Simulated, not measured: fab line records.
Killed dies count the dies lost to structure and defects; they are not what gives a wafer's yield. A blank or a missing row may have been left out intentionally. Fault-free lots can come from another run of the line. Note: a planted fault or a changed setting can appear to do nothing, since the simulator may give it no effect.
A struck lot beside a sound one :: flow sfq line :: 13 steps out of a route of 325
Sound: the wafers L941.1, L941.5, L941.6. Struck: wafers L959.1, L959.4. (L959.2 of the same lot was not struck and is left out.) The cause comes at the end.
At each step with rows: each side's tool, then ch and its chambers, then its first start. Under that, the readings that differ: sound wafers :: struck wafers :: difference of the means :: sigmas: that difference in standard deviations of wafers without a fault.
alike: readings with means less than 2 such deviations apart, plus words and numbers identical on both sides. not compared: withheld readings, readings lacking a value on some wafer, bounds such as >300 that could conceal the same value, and numbers that have no deviation in the record and whose values overlap.
Wherever a step has rows on one side only, a row that says differs or no value, or a row with sigmas, the two part there. When numbers do not overlap yet have no deviation, they are printed without sigmas and do not part them. A reading missing from all wafers of one side parts the sides only when that side holds two or more wafers.

first, 1 step without rows for these wafers: SFQ_TRILAYER_M4_DEP_PRE_CLEAN_092 (time 22.5 s).
SFQ_TRILAYER_M4_DEP_SPUTTER_091: material Nb, target thk 200 nm, time 133.3 s.
  sound: pvd sputter-03 at day 36 21:16; struck: pvd sputter-03 at day 49 09:25
  alike: chamber pressure pa, resputter cathode voltage v, throttle valve pct
SFQ_M4_RS_MEAS_924: uses a four-point probe to measure.
  sound: film metro-03 at day 36 21:22; struck: film metro-02 at day 49 09:30
  alike: M4_NB_RS
then, 6 steps without rows for these wafers: SFQ_TRILAYER_M4_LITHO_COAT_098 (resist thk 62 nm); SFQ_TRILAYER_M4_LITHO_COAT_093 (resist thk 600 nm); SFQ_TRILAYER_M4_LITHO_SOFTBAKE_097; SFQ_TRILAYER_M4_LITHO_EXPOSE_094 (exposes mask M4, target cd 500 nm); SFQ_TRILAYER_M4_LITHO_PEB_096 (peb time 60 s); SFQ_TRILAYER_M4_LITHO_DEVELOP_095 (time 60 s).
SFQ_M4_OVL_MEAS_926:
  sound: overlay-01 at day 42 20:34; struck: overlay-01 at day 50 08:25
  alike: M4_OVL
SFQ_TRILAYER_M4_BARC_OPEN_METAL_ETCH_123: etches BARC in O2, target depth 125 nm, time 41.7 s.
  sound on rie metal-03 ch 0,1, day 42 20:36; struck on rie metal-03 ch 0, day 50 08:27
  alike: drypump motor current A, oes product au
  not compared: rf hours counter h
SFQ_TRILAYER_M4_ETCH_METAL_ETCH_096: etches Nb in Cl2/Ar, stops on SiO2, target depth 240 nm, time 120 s.
  sound on rie metal-03 ch 0,1, day 42 20:40; struck on rie metal-03 ch 0, day 50 08:31
reading: model.KrF_of_TRILAYER_M4_LITHO_COAT_093.thk nm (nm)
sound: 386.7 385.1 386.8
struck: 308.3 306.9
difference: -78.6
sigmas: 

reading: model.M4.feature depth nm (nm)
sound: 201 199.9 199.7
struck: 209.5 207.8
difference: +8.5
sigmas: 

reading: model.SiO2_of_TRILAYER_I3_DEP_PECVD_081.thk nm (nm)
sound: 191.7 192 193.2
struck: 179.3 179.1
difference: -13.1
sigmas: 
  alike: drypump motor current A, oes product au
  not compared: rf hours counter h
SFQ_TRILAYER_M4_STRIP_STRIP_097: strips in O2.
  sound on rie metal-03 ch 0,1, day 42 20:47; struck on rie metal-03 ch 0, day 50 08:38
  alike: drypump motor current A, oes product au
  not compared: rf hours counter h

## WHERE THEY PART
Nowhere in this record.

WHY: what had been put in by the simulator
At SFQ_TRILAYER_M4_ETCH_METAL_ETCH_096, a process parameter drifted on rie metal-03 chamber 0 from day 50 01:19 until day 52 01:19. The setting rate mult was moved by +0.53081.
